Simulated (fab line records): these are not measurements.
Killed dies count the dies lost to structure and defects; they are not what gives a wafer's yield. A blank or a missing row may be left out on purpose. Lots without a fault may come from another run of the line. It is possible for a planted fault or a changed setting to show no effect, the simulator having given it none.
Problem report, 8D (eight disciplines) form, completed by code :: flow gf180mcu :: the parts of the form that need people (team, actions taken, sign-off) are left out

== 1. WHAT WENT WRONG ==
LVPWELL_TW at GF_LVPWELL_TW_MEAS_11 reads a mean of 620 on 6 wafers of 2 lots; wafers without a fault read 564 with a standard deviation of 3.1. That is +18 standard deviations from the usual mean.
Earliest sighting: wafer L365.1 on filmMetro-01 at day 7 06:41. The record holds 42 wafers of 14 lots with a number at this step. The rule behind "out" and "out of limits": a value lying over 4 standard deviations away from the usual mean. All remaining wafers that have a number are taken as sound.

== 2. WHAT IT IS, WHAT IT ISN'T ==
question: which readings at this step
is: LVPWELL_TW
is not: -

question: which lots
is: L365, L366
is not: L351, L353, L355, L357, L359, L367, L368, L369, L371, L372, L373, L374

question: which wafers of those lots
is: all that have a number
is not: -

question: read on which gauges
is: filmMetro-01, filmMetro-03
is not: filmMetro-04

question: when
is: from day 7 06:41
is not: up to then (15 sound wafers); but 21 sound wafers of L367, L368, L369, L371, L372, L373, L374 came after

== 3. SUSPECTS, AND WHAT RULES EACH OUT ==
Counting: a tool stays on the suspect list if, at a process step up to the reading, it processed all lots that are out and no sound lot following the first of them.
- ruled out: the gauge at GF_LVPWELL_TW_MEAS_11. Those wafers that are out were read across 2 gauges (filmMetro-01, filmMetro-03).
- implanter-03 at GF_LVPWELL_IMPLANT_08: kept. All lots that are out passed through it, beginning with L365 at day 7 06:17, and no sound lot followed; its final sound lot before that point was L357 at day 5 05:20. On those wafers its own readings are out: tiltDeg.
The count leaves implanter-03 at GF_LVPWELL_IMPLANT_08.

== 4. THE CAUSE (what the simulator had put in) ==
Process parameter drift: implanter-03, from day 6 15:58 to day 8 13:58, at GF_LVPWELL_IMPLANT_08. Setting tiltDeg, moved by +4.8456, from 0. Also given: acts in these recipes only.
After counting, this tool was the only one left.

== 5. THE EFFECT CHAIN, in route order ==
Each row: a reading where the mean over the struck wafers with a number is more than 3 standard deviations away from the usual. Scope: only readings with a usual standard deviation given in the record; hours: median across lots of the time from each lot's start at the first step in this table that gives one to its start at this step; sigmas: change in usual standard deviations.
hours: 0
step: GF_LVPWELL_IMPLANT_08
reading: tiltDeg
usual: 0.001 degrees
on struck wafers: 4.843
change: +4.842
sigmas: +99 or more

hours: 0
step: GF_LVPWELL_TW_MEAS_11
reading: LVPWELL_TW
usual: 564
on struck wafers: 620
change: +56
sigmas: +18

hours: 105
step: GF_VT_IMPLANT_RS_MEAS_48
reading: LVPWELL_RS
usual: 1193.2 ohm/sq
on struck wafers: 1407.2
change: +214.0
sigmas: +79
Its process steps:
- GF_LVPWELL_IMPLANT_08
At these later measuring or inspecting steps, every struck wafer for which the step has a row has a number for every such reading, and none has moved that far: GF_VT_IMPLANT_OVL_MEAS_07, GF_DUAL_GATE_OVL_MEAS_11.

== 6. HOW IT WOULD HAVE BEEN CAUGHT EARLIER ==
15 hours passed between the start of the fault at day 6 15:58 and the first reading out of limits at a measuring or inspecting step in this record, taken at day 7 06:41.
At GF_LVPWELL_IMPLANT_08, the tool's own readings (tiltDeg) were out on each struck wafer the step has a row for, so an alarm limit on them would have fired on the first such wafer.
Of the lots that are out (2), L366 began GF_LVPWELL_IMPLANT_08 on implanter-03 after day 7 06:41. Putting the tool on hold at that point would have spared it.
